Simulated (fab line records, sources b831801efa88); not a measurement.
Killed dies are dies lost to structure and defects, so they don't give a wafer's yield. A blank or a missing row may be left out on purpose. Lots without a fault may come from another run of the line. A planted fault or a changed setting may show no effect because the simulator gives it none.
fab line records | flow gf180mcu
record lots=6 wafers=18 last_day=34
route steps=602 shown V4@500 MIM@503 M5@526
lots that met no fault: from a run of the same line without faults
start_h: hours from the record's first day to the start of the lot's first wafer shown | wait_h: hours since the lot's step before | " the same as in the row above | L1.1+2: a row that stands for several wafers | - no value, or no start given | * or withheld: withheld | < > ~ a bound
route shown NAME@n: a module of which the file shows steps, and the number in the route of the first | usual: mean/standard deviation of fault-free wafers | same: alike in all rows | chamber/n: place in a boat | sites: the reading at each site | _std_site: their standard deviation | _edge_site: outer sites' mean less inner sites' | radius_mm: how far each site lies from the wafer's centre | mask NAME#n: copy n | behind: the tool/chamber that last shaped the wafer | hold: why the lot was held/for how many hours/how that ended | device: the transistor (n, p or np) that didn't switch | end of line: the same wafers' tests at the end of the route | a step without rows: its recipe alone | killed: dies lost to structure and defects at the first sort, not the wafer's yield | map: a wafer's dies, x killed, . not, _ none there
set.NAME: the setting as run; set.NAME@STEP: as run at that earlier step | model.NAME: the simulator's own value behind a step, which no gauge read
lots at some steps of the route; a table a step, a row a wafer
services: from which hour (start_h, from the record's first day; less than 0 if before it) a tool's chamber was out of use, for how many hours, and why
## steps
# step GF_V4_RS_MEAS_24
# recipe thk_meas_gauge=four-point-probe reads=W_of_V4_CVD_23+TiN_of_V4_SPUTTER_22+Ti_of_V4_SPUTTER_21
# usual V4_W_RS=0.330/0.0042
# columns lot.wafer tool chamber start_h wait_h V4_W_RS[ohm/sq]
L751.1 film_metro-04 - 564.99 0.1 0.327
L751.2 " - " " 0.327
L751.3 " - " " 0.327
L752.2 film_metro-04 - 577.23 0.1 0.331
L752.3 " - " " 0.328
L752.6 " - " " 0.333
L761.1 film_metro-03 - 648.43 0.1 0.339
L761.4 " - " " 0.341
L761.5 " - " " 0.341
L762.2 film_metro-04 - 654.22 0.1 0.328
L762.4 " - " " 0.330
L762.5 " - " " 0.330
L767.2 film_metro-02 - 687.80 0.1 0.331
L767.3 " - " " 0.336
L767.4 " - " " 0.332
L772.1 film_metro-04 - 721.48 0.1 0.331
L772.4 " - " " 0.333
L772.5 " - " " 0.330
# step GF_V4_THK_MEAS_25
# recipe thk_meas_gauge=xrf reads=W_of_V4_CVD_23
# usual V4_W_THK=345/5
# columns lot.wafer tool chamber start_h wait_h V4_W_THK[nm]
L751.1 film_metro-04 - 565.11 0.1 346
L751.2 " - " " 346
L751.3 " - " " 347
L752.2 film_metro-04 - 577.34 0.1 344
L752.3 " - " " 347
L752.6 " - " " 341
L761.1 film_metro-03 - 648.55 0.1 338
L761.4 " - " " 339
L761.5 " - " " 338
L762.2 film_metro-04 - 654.33 0.1 349
L762.4 " - " " 344
L762.5 " - " " 343
L767.2 film_metro-02 - 687.91 0.1 341
L767.3 " - " " 337
L767.4 " - " " 338
L772.1 film_metro-04 - 721.60 0.1 347
L772.4 " - " " 345
L772.5 " - " " 350
# step GF_V4_CMP_26
# recipe stop_on=SiO2 down_force_psi=3.5 platen_rpm=60 t_overpolish_s=15 target_thk_nm=0 pad_velocity_m_s=0.94248
# step GF_MIM_SPUTTER_00
# recipe material=Ti target_thk_nm=37.5 arriving_ion_energy_ev=80 substrate_temp_c=200 chamber_pressure_pa=2 power_w=4000 time_s=150
# step GF_MIM_SPUTTER_01
# recipe material=TiN target_thk_nm=30 power_w=6500 time_s=25 chamber_pressure_pa=0.4
# step GF_MIM_SPUTTER_02
# recipe material=AlCu target_thk_nm=450 power_w=10600 time_s=23.9 chamber_pressure_pa=0.4
# usual chamber_pressure_pa=0.3999/0.0008 throttle_valve_pct=30.1/1.1
# columns lot.wafer tool chamber start_h wait_h chamber_pressure_pa throttle_valve_pct
L751.1 pvd_sputter-03 - 565.60 0.0 0.3992 29.8
L751.2 " - " " 0.3997 30.5
L751.3 " - " " 0.4000 29.8
L752.2 pvd_sputter-01 - 577.82 0.0 0.4012 30.4
L752.3 " - " " 0.4014 30.3
L752.6 " - " " 0.4009 30.3
L761.1 pvd_sputter-01 - 649.04 0.0 0.3993 30.1
L761.4 " - " " 0.4004 30.4
L761.5 " - " " 0.4000 30.4
L762.2 pvd_sputter-03 - 654.82 0.0 0.3990 28.2
L762.4 " - " " 0.4006 30.4
L762.5 " - " " 0.4017 30.1
L767.2 pvd_sputter-03 - 688.39 0.0 0.4004 29.7
L767.3 " - " " 0.4004 30.1
L767.4 " - " " 0.4003 30.2
L772.1 pvd_sputter-03 - 722.09 0.0 0.4012 29.9
L772.4 " - " " 0.4007 29.5
L772.5 " - " " 0.4015 29.7
# step GF_MIM_SPUTTER_03
# recipe material=Ti target_thk_nm=10 substrate_temp_c=300 chamber_pressure_pa=0.3 power_w=3000 time_s=6.7
# step GF_MIM_SPUTTER_04
# recipe material=TiN target_thk_nm=50 power_w=6500 time_s=41.7 chamber_pressure_pa=0.4
# step GF_MIM_CVD_05
# recipe material=Si3N4 target_thk_nm=42 temp_max_c=400 temp_c=385 time_s=29.086 rf_w=450
# step GF_MIM_THK_MEAS_06
# recipe reads=Si3N4_of_MIM_CVD_05
# usual MIM_CVD_05_THK=42.2/0.61
# columns lot.wafer tool chamber start_h wait_h MIM_CVD_05_THK[nm]
L751.1 film_metro-02 - 565.72 0.0 41.7
L751.2 " - " " 41.7
L751.3 " - " " 42.0
L752.2 film_metro-01 - 577.95 0.0 41.4
L752.3 " - " " 42.0
L752.6 " - " " 42.8
L761.1 film_metro-01 - 649.16 0.0 41.9
L761.4 " - " " 43.0
L761.5 " - " " 42.6
L762.2 film_metro-02 - 654.98 0.1 41.7
L762.4 " - " " 42.2
L762.5 " - " " 42.8
L767.2 film_metro-02 - 688.52 0.0 43.2
L767.3 " - " " 41.7
L767.4 " - " " 43.0
L772.1 film_metro-01 - 722.21 0.0 42.9
L772.4 " - " " 43.5
L772.5 " - " " 42.5
# step GF_MIM_SPUTTER_07
# recipe material=TiN target_thk_nm=60 power_w=6500 time_s=50 chamber_pressure_pa=0.4
# usual chamber_pressure_pa=0.4001/0.00085 throttle_valve_pct=30.2/1.1
# columns lot.wafer tool chamber start_h wait_h chamber_pressure_pa throttle_valve_pct
L751.1 pvd_sputter-02 - 565.78 0.1 0.3999 28.4
L751.2 " - " " 0.3995 30.4
L751.3 " - " " 0.4003 31.3
L752.2 pvd_sputter-03 - 578.00 0.0 0.4005 29.7
L752.3 " - " " 0.4024 28.3
L752.6 " - " " 0.4015 28.2
L761.1 pvd_sputter-02 - 649.22 0.1 0.4014 30.3
L761.4 " - " " 0.4000 31.7
L761.5 " - " " 0.4000 30.6
L762.2 pvd_sputter-02 - 655.03 0.0 0.3997 31.7
L762.4 " - " " 0.4006 30.3
L762.5 " - " " 0.3983 28.4
L767.2 pvd_sputter-01 - 688.57 0.0 0.4009 29.8
L767.3 " - " " 0.3997 30.5
L767.4 " - " " 0.3988 32.1
L772.1 pvd_sputter-01 - 722.27 0.1 0.4013 30.4
L772.4 " - " " 0.3998 30.5
L772.5 " - " " 0.4006 30.1
# step GF_MIM_SPUTTER_08
# recipe material=AlCu target_thk_nm=200 power_w=10600 time_s=10.6 chamber_pressure_pa=0.4
# step GF_MIM_SPUTTER_09
# recipe material=TiN target_thk_nm=35 power_w=6500 time_s=29.2 chamber_pressure_pa=0.4
# usual chamber_pressure_pa=0.4000/0.00086 throttle_valve_pct=30.2/1.1
# columns lot.wafer tool chamber start_h wait_h chamber_pressure_pa throttle_valve_pct model.TiN_of_MIM_SPUTTER_09.thk_nm
L751.1 pvd_sputter-02 - 565.85 0.0 0.4005 28.4 34.7
L751.2 " - " " 0.3983 30.4 35.08
L751.3 " - " " 0.4007 31.6 35.12
L752.2 pvd_sputter-03 - 578.07 0.0 0.3998 29.5 35.53
L752.3 " - " " 0.4010 28.3 35.19
L752.6 " - " " 0.4005 28.4 35.43
L761.1 pvd_sputter-02 - 649.29 0.0 0.4008 30.4 34.84
L761.4 " - " " 0.3992 31.6 34.62
L761.5 " - " " 0.4012 30.7 22.88
L762.2 pvd_sputter-02 - 655.09 0.0 0.4008 31.8 34.64
L762.4 " - " " 0.3997 30.4 34.87
L762.5 " - " " 0.3986 28.8 22.7
L767.2 pvd_sputter-01 - 688.64 0.0 0.3989 29.9 34.8
L767.3 " - " " 0.3998 30.4 35.44
L767.4 " - " " 0.4010 32.3 35.24
L772.1 pvd_sputter-01 - 722.34 0.0 0.4003 30.2 34.8
L772.4 " - " " 0.3994 30.3 35.45
L772.5 " - " " 0.4012 30.2 35.22
# step GF_MIM_RS_MEAS_10
# recipe thk_meas_gauge=four-point-probe reads=TiN_of_MIM_SPUTTER_09+AlCu_of_MIM_SPUTTER_08+TiN_of_MIM_SPUTTER_07
# usual MIM_ALCU_RS=0.1600/0.0016
# columns lot.wafer tool chamber start_h wait_h MIM_ALCU_RS[ohm/sq]
L751.1 film_metro-01 - 565.88 0.0 0.1588
L751.2 " - " " 0.1579
L751.3 " - " " 0.1568
L752.2 film_metro-03 - 578.12 0.0 0.1613
L752.3 " - " " 0.1583
L752.6 " - " " 0.1589
L761.1 film_metro-03 - 649.32 0.0 0.1600
L761.4 " - " " 0.1585
L761.5 " - " " 0.1609
L762.2 film_metro-03 - 655.15 0.0 0.1598
L762.4 " - " " 0.1608
L762.5 " - " " 0.1621
L767.2 film_metro-03 - 688.69 0.0 0.1583
L767.3 " - " " 0.1608
L767.4 " - " " 0.1602
L772.1 film_metro-03 - 722.37 0.0 0.1568
L772.4 " - " " 0.1573
L772.5 " - " " 0.1590
# step GF_MIM_THK_MEAS_11
# recipe thk_meas_gauge=xrf reads=AlCu_of_MIM_SPUTTER_08
# usual MIM_ALCU_THK=202.1/2.2
# columns lot.wafer tool chamber start_h wait_h MIM_ALCU_THK[nm]
L751.1 film_metro-01 - 566.00 0.1 204.1
L751.2 " - " " 205.5
L751.3 " - " " 206.7
L752.2 film_metro-03 - 578.23 0.1 199.4
L752.3 " - " " 203.9
L752.6 " - " " 202.7
L761.1 film_metro-03 - 649.44 0.1 203.2
L761.4 " - " " 204.9
L761.5 " - " " 207.6
L762.2 film_metro-03 - 655.26 0.1 202.9
L762.4 " - " " 203.3
L762.5 " - " " 206.5
L767.2 film_metro-03 - 688.80 0.1 204.1
L767.3 " - " " 200.2
L767.4 " - " " 201.4
L772.1 film_metro-03 - 722.49 0.1 205.6
L772.4 " - " " 205.9
L772.5 " - " " 204.3
# step GF_MIM_DEHYDRATE_12
# recipe temp_c=200 time_s=60
# step GF_MIM_HMDS_13
# recipe prime_time_s=60 prime_temp_c=120
# step GF_MIM_COAT_14
# recipe resist=NOVOLAK spin_rpm=3000 resist_thk_nm=1000
# step GF_MIM_SOFTBAKE_15
# recipe temp_c=90 time_s=60 resist=NOVOLAK
# step GF_MIM_EXPOSE_16
# recipe mask_id=FuseTop target_cd_nm=2000 na=0.6 source_shape=conventional sigma_outer=0.6 dose_mj=140
# step GF_MIM_PEB_17
# recipe temp_c=withheld time_s=* resist=NOVOLAK
# step GF_MIM_DEVELOP_18
# recipe develop_time_s=60 dev_temp_c=23
# step GF_MIM_METAL_ETCH_19
# recipe chemistry=Cl2/BCl3 mask_material=NOVOLAK stop_on=Si3N4 target_depth_nm=324.5 pressure_mtorr=8 icp_w=800 bias_w=140 Cl2_flow_sccm=80 bcl3_flow_sccm=40 time_s=54.1
# usual drypump_motor_current_A=5.8/0.54 oes_product_au=0.941/0.0063 throttle_valve_pct=28.283/0.011
# columns lot.wafer tool chamber start_h wait_h drypump_motor_current_A oes_product_au rf_hours_counter_h throttle_valve_pct
L751.1 rie_metal-02 0 587.27 0.1 6.0 0.950 1 28.274
L751.2 " 1 " " 5.3 0.942 11 28.256
L751.3 " 1 " " 5.3 0.948 - 28.250
L752.2 rie_metal-02 1 599.02 0.1 5.3 0.945 11 28.283
L752.3 " 1 " " 5.3 0.948 - 28.271
L752.6 " 0 " " 6.0 0.943 - 28.280
L761.1 rie_metal-01 1 668.52 0.1 6.0 0.948 11 28.281
L761.4 " 0 " " 6.0 0.941 - 28.270
L761.5 " 0 " " 6.0 0.917 - 28.318
L762.2 rie_metal-03 0 674.81 0.1 6.7 0.942 - 28.291
L762.4 " 0 " " 6.7 0.944 - 28.279
L762.5 " 0 " " 6.7 0.912 - 28.305
L767.2 rie_metal-02 1 707.26 0.1 5.3 0.940 2 28.292
L767.3 " 1 " " 5.3 0.935 - 28.279
L767.4 " 0 " " 6.0 0.940 - 28.294
L772.1 rie_metal-03 0 739.24 0.1 6.7 0.954 6 28.265
L772.4 " 1 " " 5.0 0.945 - 28.266
L772.5 " 0 " " 6.7 0.947 - 28.296
# step GF_MIM_STRIP_20
# recipe chemistry=O2/N2 power_w=1400 pressure_mtorr=1500 platen_temp_c=250 o2_flow_sccm=3000 n2_flow_sccm=300 overash_fraction=0.5
# usual drypump_motor_current_A=5.58/0.22 heater_power_w=340/16 oes_product_au=0.691/0.0044 strip_time_to_endpoint_s=11.21/0.044
# columns lot.wafer tool chamber start_h wait_h drypump_motor_current_A heater_power_w oes_product_au rf_hours_counter_h strip_time_to_endpoint_s
L751.1 plasma_asher-04 0 587.34 0.0 5.40 357 0.691 80 11.23
L751.2 " 1 " " 5.44 319 0.694 80 11.28
L751.3 " 1 " " 5.46 332 0.698 - 11.26
L752.2 plasma_asher-04 1 599.09 0.0 5.48 326 0.684 82 11.25
L752.3 " 1 " " 5.47 324 0.693 - 11.21
L752.6 " 1 " " 5.47 324 0.695 - 11.17
L761.1 plasma_asher-03 1 668.59 0.0 5.71 338 0.689 61 11.16
L761.4 " 0 " " 5.39 345 0.689 - 11.20
L761.5 " 0 " " 5.38 350 0.689 - 11.20
L762.2 plasma_asher-03 0 674.93 0.1 5.39 355 0.693 62 11.16
L762.4 " 0 " " 5.39 349 0.691 - 11.16
L762.5 " 0 " " 5.37 352 0.691 - 11.19
L767.2 plasma_asher-03 0 707.33 0.0 5.41 348 0.686 65 11.23
L767.3 " 1 " " 5.70 346 0.700 - 11.27
L767.4 " 0 " " 5.42 353 0.697 - 11.23
L772.1 plasma_asher-03 0 739.31 0.0 5.38 352 0.688 69 11.14
L772.4 " 1 " " 5.72 333 0.691 - 11.11
L772.5 " 1 " " 5.69 332 0.690 - 11.10
# step GF_MIM_STRIP_21
# recipe chemistry=post_etch_residue_remover time_s=1200 temp_c=72.5
# step GF_MIM_CLEAN_22
# recipe chemistry=DIW dry=n2_spin
# step GF_M5_DEHYDRATE_00
# recipe temp_c=200 time_s=60
# step GF_M5_HMDS_01
# recipe prime_time_s=60 prime_temp_c=120
# step GF_M5_COAT_02
# recipe resist=KrF spin_rpm=withheld resist_thk_nm=1000
# step GF_M5_SOFTBAKE_03
# recipe temp_c=130 time_s=60 resist=KrF
# step GF_M5_EXPOSE_04
# recipe mask_id=Metal5 target_cd_nm=280 na=0.68 source_shape=conventional sigma_outer=0.6 dose_mj=28
# step GF_M5_PEB_05
# recipe peb_temp_c=135 peb_time_s=90 resist=KrF
# step GF_M5_DEVELOP_06
# recipe develop_time_s=60 dev_temp_c=21
# step GF_M5_CD_MEAS_07
# recipe target_cd_nm=280
# usual cd_nm=280.0/1.3
# columns lot.wafer tool chamber start_h wait_h cd_nm
L751.1 cd_sem-02 - 608.50 0.1 279.4
L751.2 " - " " 280.4
L751.3 " - " " 281.0
L752.2 cd_sem-01 - 620.07 0.1 279.0
L752.3 " - " " 278.2
L752.6 " - " " 277.7
L761.1 cd_sem-01 - 688.34 0.1 280.9
L761.4 " - " " 279.1
L761.5 " - " " 279.7
L762.2 cd_sem-01 - 693.73 0.1 280.2
L762.4 " - " " 280.0
L762.5 " - " " 279.8
L767.2 cd_sem-02 - 726.07 0.1 278.3
L767.3 " - " " 279.0
L767.4 " - " " 277.9
L772.1 cd_sem-02 - 755.90 0.1 282.0
L772.4 " - " " 282.3
L772.5 " - " " 282.6
# step GF_M5_OVL_MEAS_08
# usual M5_OVL=2/5.1
# columns lot.wafer tool chamber start_h wait_h M5_OVL[nm]
L751.1 overlay-01 - 608.62 0.1 5
L751.2 " - " " -5
L751.3 " - " " 5
L752.2 overlay-02 - 620.18 0.1 9
L752.3 " - " " 6
L752.6 " - " " -1
L761.1 overlay-01 - 688.46 0.1 0
L761.4 " - " " -3
L761.5 " - " " -8
L762.2 overlay-02 - 693.84 0.1 -2
L762.4 " - " " 1
L762.5 " - " " 7
L767.2 overlay-01 - 726.18 0.1 -4
L767.3 " - " " 1
L767.4 " - " " 0
L772.1 overlay-02 - 756.02 0.1 -3
L772.4 " - " " -3
L772.5 " - " " -2
# step GF_M5_ETCH_09
# recipe chemistry=CF4/O2 target=Si3N4 target_depth_nm=52 source_w=800 bias_w=150 pressure_mtorr=150 cf4_flow_sccm=80 O2_flow_sccm=10 time_s=11.6
# step GF_M5_METAL_ETCH_10
# recipe chemistry=Cl2/BCl3 mask_material=KrF target_depth_nm=627.5 stop_on=SiO2 pressure_mtorr=8 icp_w=800 bias_w=140 Cl2_flow_sccm=80 bcl3_flow_sccm=40 time_s=104.6
# usual drypump_motor_current_A=6.0/0.44 oes_product_au=0.972/0.0058 throttle_valve_pct=28.250/0.01
# columns lot.wafer tool chamber start_h wait_h drypump_motor_current_A oes_product_au rf_hours_counter_h throttle_valve_pct
L751.1 rie_metal-04 0 608.68 0.0 6.3 0.957 12 28.261
L751.2 " 1 " " 5.9 0.978 4 28.252
L751.3 " 1 " " 5.9 0.967 - 28.245
L752.2 rie_metal-01 1 620.23 0.0 6.0 0.972 9 28.238
L752.3 " 0 " " 6.0 0.972 - 28.250
L752.6 " 1 " " 6.0 0.978 - 28.240
L761.1 rie_metal-04 0 688.52 0.0 6.3 0.967 0 28.241
L761.4 " 1 " " 5.9 0.973 - 28.249
L761.5 " 1 " " 5.9 0.971 - 28.243
L762.2 rie_metal-01 0 693.89 0.0 6.0 0.970 10 28.231
L762.4 " 0 " " 6.0 0.978 - 28.251
L762.5 " 1 " " 6.1 0.980 - 28.222
L767.2 rie_metal-03 1 726.23 0.0 5.0 0.966 11 28.255
L767.3 " 0 " " 6.6 0.972 - 28.242
L767.4 " 1 " " 5.0 0.976 - 28.246
L772.1 rie_metal-01 0 756.08 0.0 6.0 0.976 12 28.239
L772.4 " 0 " " 6.0 0.975 - 28.252
L772.5 " 0 " " 6.0 0.962 - 28.276
# step GF_M5_STRIP_11
# recipe chemistry=O2/N2 power_w=1400 pressure_mtorr=1500 platen_temp_c=250 o2_flow_sccm=3000 n2_flow_sccm=300 overash_fraction=0.5
# usual drypump_motor_current_A=5.6/0.37 heater_power_w=335/26 oes_product_au=0.544/0.0048 strip_time_to_endpoint_s=7.53/0.059
# columns lot.wafer tool chamber start_h wait_h drypump_motor_current_A heater_power_w oes_product_au rf_hours_counter_h strip_time_to_endpoint_s
L751.1 plasma_asher-04 0 608.81 0.1 5.4 362 0.544 83 7.69
L751.2 " 1 " " 5.5 312 0.540 83 7.61
L751.3 " 1 " " 5.5 325 0.551 - 7.65
L752.2 plasma_asher-04 0 620.34 0.1 5.4 367 0.546 85 7.54
L752.3 " 0 " " 5.4 358 0.546 - 7.48
L752.6 " 0 " " 5.4 364 0.545 - 7.51
L761.1 plasma_asher-04 1 688.63 0.1 5.5 315 0.549 91 7.60
L761.4 " 1 " " 5.5 324 0.537 - 7.54
L761.5 " 0 " " 5.4 356 0.546 - 7.61
L762.2 plasma_asher-04 0 694.01 0.1 5.4 371 0.557 92 7.51
L762.4 " 0 " " 5.4 351 0.551 - 7.48
L762.5 " 0 " " 5.4 362 0.541 - 7.53
L767.2 plasma_asher-01 1 726.34 0.1 6.4 393 0.537 102 7.47
L767.3 " 1 " " 6.4 374 0.545 - 7.48
L767.4 " 0 " " 5.1 279 0.538 - 7.43
L772.1 plasma_asher-01 1 756.19 0.1 6.4 370 0.549 1 7.49
L772.4 " 1 " " 6.4 384 0.540 - 7.54
L772.5 " 0 " " 5.1 275 0.538 - 7.49
# step GF_M5_STRIP_12
# recipe chemistry=post_etch_residue_remover time_s=1200 temp_c=72.5
# columns lot.wafer tool chamber start_h wait_h model.TiN_of_MIM_SPUTTER_09.thk_nm
L751.1 wet_bench-02 2 608.91 0.1 33.86
L751.2 " 2 " " 34.24
L751.3 " 2 " " 34.29
L752.2 wet_bench-01 1 620.44 0.1 34.7
L752.3 " 1 " " 34.35
L752.6 " 1 " " 34.6
L761.1 wet_bench-01 3 688.73 0.1 34
L761.4 " 3 " " 33.78
L761.5 " 3 " " 22.03
L762.2 wet_bench-02 1 694.11 0.1 33.81
L762.4 " 1 " " 34.04
L762.5 " 1 " " 21.86
L767.2 wet_bench-01 3 726.44 0.1 33.96
L767.3 " 3 " " 34.6
L767.4 " 3 " " 34.4
L772.1 wet_bench-01 1 756.29 0.1 33.98
L772.4 " 1 " " 34.63
L772.5 " 1 " " 34.39
# step GF_M5_CLEAN_13
# recipe chemistry=DIW dry=n2_spin
## services
# columns tool chamber start_h hours kind
pvd_sputter-03 - 544.55 9.9 repair
plasma_asher-03 - 556.08 2.8 pm
wet_bench-02 - 564.42 2.7 repair
plasma_asher-01 - 565.65 17.3 repair
plasma_asher-01 - 582.91 28.1 pm
pvd_sputter-02 3 607.69 - consumable_replace:kit
pvd_sputter-02 3 607.69 18.0 scheduled_down
pvd_sputter-02 3 607.69 18.0 vent_cycle
rie_metal-04 - 624.35 2.8 pm
plasma_asher-01 - 631.97 1.2 repair
rie_metal-02 - 634.37 0.1 repair
rie_metal-01 - 641.87 2.8 pm
pvd_sputter-02 - 643.24 2.2 repair
pvd_sputter-01 0 649.13 - consumable_replace:kit
rie_metal-03 1 660.74 14.5 repair
rie_metal-02 1 662.88 9.9 repair
rie_metal-03 1 685.62 2.4 repair
rie_metal-03 1 692.08 5.1 repair
pvd_sputter-03 - 700.83 8.9 repair
rie_metal-01 0 726.47 21.6 repair
plasma_asher-01 - 733.75 9.0 pm
rie_metal-02 - 736.84 1.0 repair
pvd_sputter-01 - 750.48 0.7 repair
plasma_asher-04 - 753.41 28.1 pm
## key
first_sign step=GF_MIM_METAL_ETCH_19 reading=oes_product_au direction=down sigmas=4.1 usual=0.941 struck=0.915
effect none on later readings
model_effect step=GF_MIM_SPUTTER_09 value=TiN_of_MIM_SPUTTER_09.thk_nm without=34.61 struck=22.79
model_effect step=GF_M5_STRIP_12 value=TiN_of_MIM_SPUTTER_09.thk_nm without=33.77 struck=21.95
met_at GF_MIM_SPUTTER_09
struck_wafers L761.5,L762.5
onset_between 565.85 649.29
fault kind=process_parameter_drift tool=pvd_sputter-02 chamber=- onset_h=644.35 steps=GF_MIM_SPUTTER_09 channel=target_thk_nm offset=-11.82 shape=step end_h=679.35 scope=struck_wafers_only acts_in=these_recipes_only stated=35
